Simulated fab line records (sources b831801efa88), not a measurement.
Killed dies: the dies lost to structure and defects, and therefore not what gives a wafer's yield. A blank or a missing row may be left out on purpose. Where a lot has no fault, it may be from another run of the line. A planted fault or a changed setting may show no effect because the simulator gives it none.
What tool caused it? | flow gf180mcu | 11 lots, 33 wafers sampled, at 6 steps of a route of 602

WHAT THE GAUGES READ, wafer by wafer
GF_V5_BOW_MEAS_05. Usual: V5_BOW 131 um, standard deviation 9.7.
lot  | measured     | on           | V5_BOW (um) | flag
L612 | day 26 04:09 | filmMetro-01 | 128 126 135 | 
L613 | day 26 12:33 | filmMetro-03 | 130 144 134 | 
L614 | day 26 20:34 | filmMetro-01 | 121 109 115 | 
L616 | day 27 17:38 | filmMetro-01 | 127 123 113 | 
L618 | day 28 13:47 | filmMetro-03 | 129 125 127 | 
L619 | day 28 19:35 | filmMetro-01 | 127 133 132 | 
L620 | day 29 10:55 | filmMetro-03 | 144 143 126 | 
L621 | day 29 16:17 | filmMetro-03 | 133 133 125 | 
L627 | day 31 00:58 | filmMetro-01 | 125 124 128 | 
L629 | day 31 09:47 | filmMetro-03 | 130 137 130 | 
L633 | day 32 21:28 | filmMetro-04 | 133 126 125 | 

GF_V5_THK_MEAS_25: measures by xrf. Usual: V5_W_THK 350 nm, standard deviation 5.3.
lot  | measured     | on           | V5_W_THK (nm) | flag
L612 | day 27 02:01 | filmMetro-01 | 346 352 348   | 
L613 | day 27 10:07 | filmMetro-04 | 355 359 353   | 
L614 | day 27 17:13 | filmMetro-04 | 356 354 352   | 
L616 | day 28 14:25 | filmMetro-01 | 353 352 349   | 
L618 | day 29 10:44 | filmMetro-01 | 356 358 361   | 
L619 | day 29 15:52 | filmMetro-01 | 351 348 351   | 
L620 | day 30 08:49 | filmMetro-01 | 349 349 346   | 
L621 | day 30 11:28 | filmMetro-01 | 343 347 346   | 
L627 | day 31 19:29 | filmMetro-04 | 359 358 357   | 
L629 | day 32 05:05 | filmMetro-04 | 351 352 349   | 
L633 | day 33 14:39 | filmMetro-01 | 345 344 343   | 

GF_TOP_METAL_RS_MEAS_05: the measuring method here is four-point-probe. Usual: TOP_METAL_ALCU_RS 0.0329 ohm/sq, standard deviation 0.00036.
lot  | measured     | on           | TOP_METAL_ALCU_RS (ohm/sq) | flag
L612 | day 27 02:36 | filmMetro-01 | 0.0327 0.0328 0.0326       | 
L613 | day 27 10:43 | filmMetro-04 | 0.0329 0.0329 0.0332       | 
L614 | day 27 17:49 | filmMetro-02 | 0.0329 0.0335 0.0336       | 
L616 | day 28 15:02 | filmMetro-02 | 0.0333 0.0333 0.0333       | 
L618 | day 29 11:20 | filmMetro-04 | 0.0328 0.0327 0.0327       | 
L619 | day 29 16:28 | filmMetro-04 | 0.0328 0.0328 0.0327       | 
L620 | day 30 09:24 | filmMetro-01 | 0.0327 0.0331 0.0329       | 
L621 | day 30 12:03 | filmMetro-01 | 0.0327 0.0325 0.0323       | 
L627 | day 31 20:04 | filmMetro-02 | 0.0372 0.0370 0.0372       | OFF
L629 | day 32 05:41 | filmMetro-02 | 0.0371 0.0366 0.0370       | OFF
L633 | day 33 15:14 | filmMetro-02 | 0.0325 0.0325 0.0325       | 

GF_TOP_METAL_THK_MEAS_06: measures by xrf. Usual: TOP_METAL_ALCU_THK 910 nm, standard deviation 12.
lot  | measured     | on           | TOP_METAL_ALCU_THK (nm) | flag
L612 | day 27 02:43 | filmMetro-01 | 917 916 918             | 
L613 | day 27 10:49 | filmMetro-04 | 917 918 905             | 
L614 | day 27 17:55 | filmMetro-02 | 905 896 888             | 
L616 | day 28 15:08 | filmMetro-02 | 905 900 899             | 
L618 | day 29 11:28 | filmMetro-04 | 913 919 919             | 
L619 | day 29 16:34 | filmMetro-04 | 918 912 912             | 
L620 | day 30 09:31 | filmMetro-01 | 912 903 907             | 
L621 | day 30 12:10 | filmMetro-01 | 911 919 926             | 
L627 | day 31 20:11 | filmMetro-02 | 801 813 802             | OFF
L629 | day 32 05:47 | filmMetro-02 | 814 823 806             | OFF
L633 | day 33 15:21 | filmMetro-02 | 924 924 933             | 

WHAT TOOL EACH LOT RAN ON (gives the tool, then ch and the chambers of the sampled wafers, and finally the start)
lot  | GF_V5_CVD_02                    | GF_TOP_METAL_SPUTTER_02
L612 | pecvd-04 ch 0,1,2, day 26 03:39 | pvdSputter-03, day 27 02:31
L613 | pecvd-02 ch 0,1,2, day 26 12:03 | pvdSputter-01, day 27 10:35
L614 | pecvd-01 ch 0,1,2, day 26 20:04 | pvdSputter-04, day 27 17:41
L616 | pecvd-01 ch 1,2, day 27 17:09   | pvdSputter-04, day 28 14:53
L618 | pecvd-02 ch 1,2, day 28 13:19   | pvdSputter-01, day 29 11:14
L619 | pecvd-02 ch 0,1, day 28 19:05   | pvdSputter-03, day 29 16:20
L620 | pecvd-04 ch 0,1, day 29 10:26   | pvdSputter-01, day 30 09:17
L621 | pecvd-04 ch 0,1,2, day 29 15:47 | pvdSputter-01, day 30 11:56
L627 | pecvd-04 ch 1,2, day 31 00:29   | pvdSputter-04, day 31 19:59
L629 | pecvd-04 ch 0,2, day 31 09:17   | pvdSputter-04, day 32 05:34
L633 | pecvd-01 ch 0,1, day 32 20:53   | pvdSputter-01, day 33 15:08
- GF_V5_CVD_02: deposits SiO2 from TEOS, target thk 1450 nm, time 163.28 s.
- GF_TOP_METAL_SPUTTER_02: material AlCu, target thk 900 nm, time 47.82 s.

AS READ BY THE TOOLS THEMSELVES (means over the sampled wafers that have a number; for cases with no such wafer, the mark the record gives instead)
GF_V5_CVD_02. Usual: heaterPowerW 653 W, standard deviation 130.
lot  | tool     | heaterPowerW (W) | flag
L612 | pecvd-04 | 628              | 
L613 | pecvd-02 | 759              | 
L614 | pecvd-01 | 674              | 
L616 | pecvd-01 | 624              | 
L618 | pecvd-02 | 887              | 
L619 | pecvd-02 | 607              | 
L620 | pecvd-04 | 552              | 
L621 | pecvd-04 | 573              | 
L627 | pecvd-04 | 582              | 
L629 | pecvd-04 | 613              | 
L633 | pecvd-01 | 618              | 

GF_TOP_METAL_SPUTTER_02. Usual: cathodeDcPowerW 10600 W, standard deviation 1.9; throttleValvePct 30.3 %, standard deviation 0.76.
lot  | tool          | cathodeDcPowerW (W) | throttleValvePct (%) | flag
L612 | pvdSputter-03 | 10599               | 29.8                 | 
L613 | pvdSputter-01 | 10599               | 30.4                 | 
L614 | pvdSputter-04 | 10600               | 30.8                 | 
L616 | pvdSputter-04 | 10599               | 30.5                 | 
L618 | pvdSputter-01 | 10599               | 30.4                 | 
L619 | pvdSputter-03 | 10598               | 30.2                 | 
L620 | pvdSputter-01 | 10598               | 30.4                 | 
L621 | pvdSputter-01 | 10601               | 30.3                 | 
L627 | pvdSputter-04 | 9477                | 30.5                 | OFF
L629 | pvdSputter-04 | 9477                | 30.4                 | OFF
L633 | pvdSputter-01 | 10601               | 29.6                 | 

THE ANSWER, worked out from the rows above alone
Rule: lot off if the mean of its wafers having a number is beyond 3 standard deviations from the usual mean. Also off: a lot with no number at a reading for which 4 or more lots have one. Any other lot the step has rows for is counted as sound. The gauges are gone through in route order, then the tools' own readings, and for those a lot's mean is taken as printed above. The first step at which some lot is off is used, and at that step the reading that is off furthest; a lot without a number counts as furthest.
Off: at GF_TOP_METAL_RS_MEAS_05 (TOP_METAL_ALCU_RS), L627, L629.
If a tool, at a process step before that reading, ran all the lots that are off and no sound lot after the first of them, it fits. Not tried: the gauges at GF_TOP_METAL_RS_MEAS_05; whatever is off there is also off at GF_TOP_METAL_SPUTTER_02, on other tools, and gauge error can't account for it. Can't be told from this: 2 tools fit, pecvd-04 at GF_V5_CVD_02, pvdSputter-04 at GF_TOP_METAL_SPUTTER_02.

WHAT THE SIMULATOR HAD INSERTED
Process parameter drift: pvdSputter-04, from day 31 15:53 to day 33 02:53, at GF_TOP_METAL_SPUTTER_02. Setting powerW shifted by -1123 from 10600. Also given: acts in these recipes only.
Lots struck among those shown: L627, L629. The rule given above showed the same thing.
